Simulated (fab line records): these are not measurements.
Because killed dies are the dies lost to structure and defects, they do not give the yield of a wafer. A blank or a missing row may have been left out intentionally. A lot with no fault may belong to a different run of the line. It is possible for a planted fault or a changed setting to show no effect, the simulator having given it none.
fab line records | flow sky130 | part 2 of 2: steps 30 to 41 of 41
[record] lots = 5 | wafers = 15 | last_day = 50
route steps=708 shown CAPM@539 METAL3@555 VIA3@573
lots with no fault: from the same line, run without faults
start_h: hours from the record's first day to the start of the lot's first wafer shown | wait_h: how many hours have passed since the lot's step before this one | " unchanged from the row above | L1.1+2: several wafers, shown together as one row | - value missing, or start not given | * or withheld: withheld | < > ~ a bound
route shown NAME@n: names a module that has steps shown in the file, with the first one's number in the route | usual: mean and standard deviation over wafers with no fault | same: alike in all rows | chamber/n: place in a boat | sites: the reading at each site | _std_site: the values' standard deviation | _edge_site: outer sites' mean less inner sites' | radius_mm: how far each site lies from the wafer's centre | mask NAME#n: copy n | behind: the most recent tool/chamber to have shaped the wafer | hold: why the lot went on hold/how many hours it stayed there/how the hold came to an end | device: transistor that didn't switch, given as n, p or np | end of line: tests run on the same wafers once the route is complete | a step without rows: its recipe alone | killed: not the wafer's yield, but the dies lost to structure and defects at the first sort | map: the dies of a wafer, with x for killed, . for not killed, _ for no die there
set.NAME: the setting as run; set.NAME@STEP: as run at that earlier step | model.NAME: the simulator's own value behind a step, which no gauge read
certain route steps with their lots: each step a table, each wafer a row
services: a tool's chamber out of use, with start hour (start_h, from the record's first day; less than 0 if before it), hours out, and reason
[[steps]]
[step SKY_METAL3_METAL_ETCH_18]
[recipe] target_depth_a = 8450 | stop_on = SiO2 | over_etch_frac = 0.3 | time_s = 183.1 | chemistry = Cl2/BCl3 | resist_sidewall_deg = 88 | pressure_mtorr = 10 | icp_w = 900 | bias_w = 48.5 | Cl2_flow_sccm = 60 | bcl3_flow_sccm = 30
[usual] bcl3_flow_sccm = 30.03/0.094 | drypump_motor_current_A = 5.9/0.33 | oes_product_au = 0.866/0.007 | throttle_valve_pct = 22.263/0.0091
lot.wafer | tool         | chamber | start_h | wait_h | bcl3_flow_sccm | drypump_motor_current_A | oes_product_au | rf_hours_counter_h | throttle_valve_pct
L080.1    | rie_metal-04 | 0       | 942.04  | 0.0    | 30.12          | 5.3                     | 0.860          | 5                  | 22.278
L080.3    | "            | 1       | "       | "      | 30.16          | 6.2                     | 0.867          | -                  | 22.270
L080.5    | "            | 0       | "       | "      | 29.93          | 5.3                     | 0.861          | -                  | 22.266
L084.1    | rie_metal-02 | 1       | 980.78  | 0.0    | 29.98          | 5.7                     | 0.865          | 9                  | 22.265
L084.3    | "            | 1       | "       | "      | 29.97          | 5.7                     | 0.869          | -                  | 22.265
L084.4    | "            | 0       | "       | "      | 30.16          | 6.2                     | 0.862          | -                  | 22.248
L089.1    | rie_metal-03 | 1       | 1024.50 | 0.0    | 29.90          | 5.6                     | 0.867          | 14                 | 22.265
L089.2    | "            | 0       | "       | "      | 30.08          | 6.2                     | 0.874          | 10                 | 22.258
L089.4    | "            | 0       | "       | "      | 30.12          | 6.2                     | 0.865          | -                  | 22.262
L093.1    | rie_metal-02 | 1       | 1033.74 | 0.0    | 30.03          | 5.7                     | 0.861          | 12                 | 22.286
L093.2    | "            | 0       | "       | "      | 30.08          | 6.2                     | 0.855          | 18                 | 22.257
L093.6    | "            | 0       | "       | "      | 29.89          | 6.2                     | 0.867          | -                  | 22.267
L096.2    | rie_metal-02 | 0       | 1058.84 | 0.0    | 29.99          | 6.2                     | 0.867          | 20                 | 22.248
L096.5    | "            | 0       | "       | "      | 30.22          | 6.2                     | 0.876          | -                  | 22.251
L096.6    | "            | 1       | "       | "      | 30.03          | 5.7                     | 0.883          | -                  | 22.263
[step SKY_METAL3_STRIP_19]
[recipe] chemistry = O2/N2 | power_w = 1400 | pressure_mtorr = 1500 | platen_temp_c = withheld | o2_flow_sccm = 3000 | n2_flow_sccm = 300 | overash_fraction = 0.5
[usual] drypump_motor_current_A = 5.5/0.4 | oes_product_au = 0.503/0.0059 | strip_time_to_endpoint_s = 6.52/0.097
lot.wafer | tool            | chamber | start_h | wait_h | drypump_motor_current_A | oes_product_au | rf_hours_counter_h | strip_time_to_endpoint_s
L080.1    | plasma_asher-01 | 0       | 942.21  | 0.1    | 5.9                     | 0.506          | 116                | 6.59
L080.3    | "               | 0       | "       | "      | 5.9                     | 0.513          | -                  | 6.57
L080.5    | "               | 0       | "       | "      | 5.9                     | 0.505          | -                  | 6.52
L084.1    | plasma_asher-04 | 1       | 980.96  | 0.1    | 5.0                     | 0.499          | 53                 | 6.61
L084.3    | "               | 0       | "       | "      | 5.9                     | 0.505          | -                  | 6.66
L084.4    | "               | 1       | "       | "      | 5.0                     | 0.504          | -                  | 6.57
L089.1    | plasma_asher-04 | 1       | 1024.68 | 0.1    | 5.0                     | 0.501          | 58                 | 6.49
L089.2    | "               | 0       | "       | "      | 6.0                     | 0.500          | 58                 | 6.42
L089.4    | "               | 1       | "       | "      | 4.9                     | 0.505          | -                  | 6.50
L093.1    | plasma_asher-02 | 1       | 1033.91 | 0.1    | 5.9                     | 0.505          | 91                 | 6.68
L093.2    | "               | 0       | "       | "      | 5.3                     | 0.507          | 91                 | 6.62
L093.6    | "               | 0       | "       | "      | 5.3                     | 0.502          | -                  | 6.56
L096.2    | plasma_asher-02 | 0       | 1059.01 | 0.1    | 5.3                     | 0.500          | 94                 | 6.58
L096.5    | "               | 0       | "       | "      | 5.3                     | 0.510          | -                  | 6.51
L096.6    | "               | 1       | "       | "      | 5.9                     | 0.509          | -                  | 6.60
[step SKY_METAL3_STRIP_20]
[recipe] chemistry = post_etch_residue_remover | time_s = 1200 | temp_c = 72.5
lot.wafer  | tool         | chamber | start_h | wait_h
L080.1+3+5 | wet_bench-03 | 2       | 942.31  | 0.1
L084.1+3+4 | wet_bench-04 | 2       | 981.06  | 0.1
L089.1+2+4 | wet_bench-03 | 0       | 1024.78 | 0.1
L093.1+2+6 | wet_bench-03 | 0       | 1034.01 | 0.1
L096.2+5+6 | wet_bench-04 | 3       | 1059.11 | 0.1
[step SKY_METAL3_CLEAN_21]
[recipe] chemistry = IPA | time_s = 180 | temp_c = 25
lot.wafer  | tool         | chamber | start_h | wait_h
L080.1+3+5 | wet_bench-04 | 2       | 942.69  | 0.0
L084.1+3+4 | wet_bench-03 | 2       | 981.43  | 0.0
L089.1+2+4 | wet_bench-01 | 0       | 1025.15 | 0.0
L093.1+2+6 | wet_bench-01 | 0       | 1034.42 | 0.0
L096.2+5+6 | wet_bench-04 | 0       | 1059.61 | 0.1
[step SKY_METAL3_CLEAN_22]
[recipe] chemistry = O3/DIW | dry = n2_spin
lot.wafer  | tool         | chamber | start_h | wait_h
L080.1+3+5 | wet_bench-03 | 1       | 942.75  | 0.0
L084.1+3+4 | wet_bench-04 | 3       | 981.49  | 0.0
L089.1+2+4 | wet_bench-04 | 0       | 1025.21 | 0.0
L093.1+2+6 | wet_bench-03 | 3       | 1034.48 | 0.0
L096.2+5+6 | wet_bench-04 | 1       | 1059.73 | 0.1
[step SKY_VIA3_HDPCVD_00]
[recipe] material = SiO2 | target_thk_nm = 1635 | sigma_open_frac = 0.3 | time_s = 272.5 | temp_c = 400 | sih4_flow_sccm = 60 | pressure_mtorr = 6
lot.wafer  | tool      | chamber | start_h | wait_h
L080.1+3+5 | hdpcvd-02 | 0,1,1   | 942.85  | 0.0
L084.1+3+4 | hdpcvd-02 | 0,1,0   | 981.59  | 0.0
L089.1+2+4 | hdpcvd-02 | 0,1,1   | 1025.30 | 0.0
L093.1+2+6 | hdpcvd-01 | 1,2,1   | 1034.60 | 0.0
L096.2+5+6 | hdpcvd-01 | 1,0,1   | 1059.83 | 0.0
[step SKY_VIA3_THK_MEAS_01]
[recipe] reads = SiO2_of_VIA3_HDPCVD_00
[usual] VIA3_HDPCVD_THK = 1634/16
lot.wafer | tool          | chamber | start_h | wait_h | VIA3_HDPCVD_THK[nm]
L080.1    | film_metro-01 | -       | 943.02  | 0.1    | 1620
L080.3    | "             | -       | "       | "      | 1638
L080.5    | "             | -       | "       | "      | 1642
L084.1    | film_metro-01 | -       | 981.75  | 0.1    | 1625
L084.3    | "             | -       | "       | "      | 1631
L084.4    | "             | -       | "       | "      | 1634
L089.1    | film_metro-04 | -       | 1025.47 | 0.1    | 1657
L089.2    | "             | -       | "       | "      | 1663
L089.4    | "             | -       | "       | "      | 1660
L093.1    | film_metro-02 | -       | 1034.77 | 0.1    | 1626
L093.2    | "             | -       | "       | "      | 1614
L093.6    | "             | -       | "       | "      | 1638
L096.2    | film_metro-04 | -       | 1060.01 | 0.1    | 1621
L096.5    | "             | -       | "       | "      | 1639
L096.6    | "             | -       | "       | "      | 1612
[step SKY_VIA3_CMP_02]
[recipe] material = SiO2 | down_force_psi = 4 | platen_rpm = 60 | pad_velocity_m_s = 0.94248
[usual] motor_current_A = 12.4/1.1
lot.wafer | tool   | chamber | start_h | wait_h | motor_current_A
L080.3    | cmp-01 | 0       | 943.13  | 0.1    | 12.1
L080.1    | "      | 2       | "       | "      | 13.7
L080.5    | "      | 3       | "       | "      | 11.9
L084.4    | cmp-01 | 2       | 981.81  | 0.0    | 14.1
L084.1    | "      | 3       | "       | "      | 11.4
L084.3    | "      | 0       | "       | "      | 11.6
L089.4    | cmp-02 | 2       | 1025.53 | 0.0    | 12.4
L089.1    | "      | 3       | "       | "      | 10.8
L089.2    | "      | 1       | "       | "      | 10.3
L093.1    | cmp-01 | 3       | 1034.93 | 0.1    | 12.3
L093.2    | "      | 0       | "       | "      | 12.2
L093.6    | "      | 2       | "       | "      | 14.4
L096.2    | cmp-02 | 3       | 1060.16 | 0.1    | 10.7
L096.5    | "      | 1       | "       | "      | 10.4
L096.6    | "      | 2       | "       | "      | 13.4
[step SKY_VIA3_BOW_MEAS_03]
[recipe] mode = bow
[usual] VIA3_BOW = 79/8
lot.wafer | tool          | chamber | start_h | wait_h | VIA3_BOW[um]
L080.1    | film_metro-04 | -       | 943.38  | 0.1    | 70
L080.3    | "             | -       | "       | "      | 73
L080.5    | "             | -       | "       | "      | 69
L084.1    | film_metro-01 | -       | 982.11  | 0.2    | 76
L084.3    | "             | -       | "       | "      | 78
L084.4    | "             | -       | "       | "      | 75
L089.1    | film_metro-04 | -       | 1025.92 | 0.3    | 85
L089.2    | "             | -       | "       | "      | 81
L089.4    | "             | -       | "       | "      | 81
L093.1    | film_metro-01 | -       | 1035.13 | 0.1    | 81
L093.2    | "             | -       | "       | "      | 78
L093.6    | "             | -       | "       | "      | 89
L096.2    | film_metro-02 | -       | 1060.38 | 0.2    | 77
L096.5    | "             | -       | "       | "      | 76
L096.6    | "             | -       | "       | "      | 84
[step SKY_VIA3_DEHYDRATE_04]
[recipe] temp_c = 200 | time_s = 60
lot.wafer  | tool           | chamber | start_h | wait_h
L080.1+3+5 | litho_track-02 | 0       | 955.53  | 12.1
L084.1+3+4 | litho_track-03 | 0       | 991.99  | 9.9
L089.1+2+4 | litho_track-03 | 0       | 1036.14 | 10.2
L093.1+2+6 | litho_track-03 | 0       | 1045.34 | 10.2
L096.2+5+6 | litho_track-02 | 0       | 1070.41 | 10.0
[step SKY_VIA3_HMDS_05]
[recipe] prime_time_s = 60 | prime_temp_c = 120
lot.wafer  | tool           | chamber | start_h | wait_h
L080.1+3+5 | litho_track-02 | 0       | 955.68  | 0.1
L084.1+3+4 | litho_track-03 | 0       | 992.14  | 0.1
L089.1+2+4 | litho_track-03 | 0       | 1036.29 | 0.1
L093.1+2+6 | litho_track-03 | 0       | 1045.49 | 0.1
L096.2+5+6 | litho_track-02 | 0       | 1070.56 | 0.1
[step SKY_VIA3_COAT_06]
[recipe] resist = BARC | temp_c = withheld | time_s = withheld | spin_rpm = 3000 | resist_thk_nm = 60
[usual] spin_speed_rpm = 3000.3/1.8
lot.wafer | tool           | chamber | start_h | wait_h | spin_speed_rpm
L080.1    | litho_track-02 | 0       | 955.83  | 0.1    | 2999.1
L080.3    | "              | 0       | "       | "      | 2999.5
L080.5    | "              | 0       | "       | "      | 3001.4
L084.1    | litho_track-03 | 0       | 992.29  | 0.1    | 3001.6
L084.3    | "              | 0       | "       | "      | 3000.5
L084.4    | "              | 0       | "       | "      | 3000.1
L089.1    | litho_track-03 | 0       | 1036.44 | 0.1    | 3002.1
L089.2    | "              | 0       | "       | "      | 3002.6
L089.4    | "              | 0       | "       | "      | 3000.1
L093.1    | litho_track-03 | 0       | 1045.64 | 0.1    | 2998.3
L093.2    | "              | 0       | "       | "      | 3000.8
L093.6    | "              | 0       | "       | "      | 3000.3
L096.2    | litho_track-02 | 0       | 1070.71 | 0.1    | 3003.5
L096.5    | "              | 0       | "       | "      | 3001.8
L096.6    | "              | 0       | "       | "      | 2996.3
[[services]]
tool             | chamber | start_h | hours | kind
pvd_sputter-02   | -       | 868.18  | 2.4   | repair
iline_stepper-02 | -       | 871.03  | 1.7   | pm
krf_scanner-02   | -       | 875.12  | 0.9   | repair
krf_scanner-02   | -       | 912.48  | 1.3   | pm
rie_metal-04     | -       | 919.61  | 10.6  | repair
cmp-01           | -       | 922.08  | 0.5   | repair
rie_diel-04      | 3       | 924.97  | 5.6   | repair
krf_scanner-02   | -       | 942.83  | 0.7   | repair
rie_metal-03     | -       | 955.18  | 0.6   | repair
rie_metal-04     | 1       | 959.23  | 2.5   | repair
krf_scanner-02   | -       | 981.74  | 1.0   | pm
rie_diel-04      | 2       | 986.86  | 9.6   | repair
krf_scanner-02   | -       | 1004.15 | 4.4   | pm
plasma_asher-02  | -       | 1011.20 | 8.2   | repair
rie_metal-03     | -       | 1013.69 | 1.4   | pm
krf_scanner-02   | -       | 1016.63 | 0.8   | pm
cmp-01           | -       | 1019.40 | 3.8   | repair
rie_metal-02     | -       | 1023.06 | 3.7   | repair
hdpcvd-02        | -       | 1034.55 | 0.3   | repair
rie_metal-04     | 1       | 1045.65 | 7.9   | repair
cmp-01           | -       | 1046.16 | 0.7   | repair
rie_metal-02     | -       | 1050.04 | 0.3   | repair
cmp-01           | -       | 1052.91 | 1.1   | repair
rie_diel-04      | -       | 1059.02 | 2.8   | pm
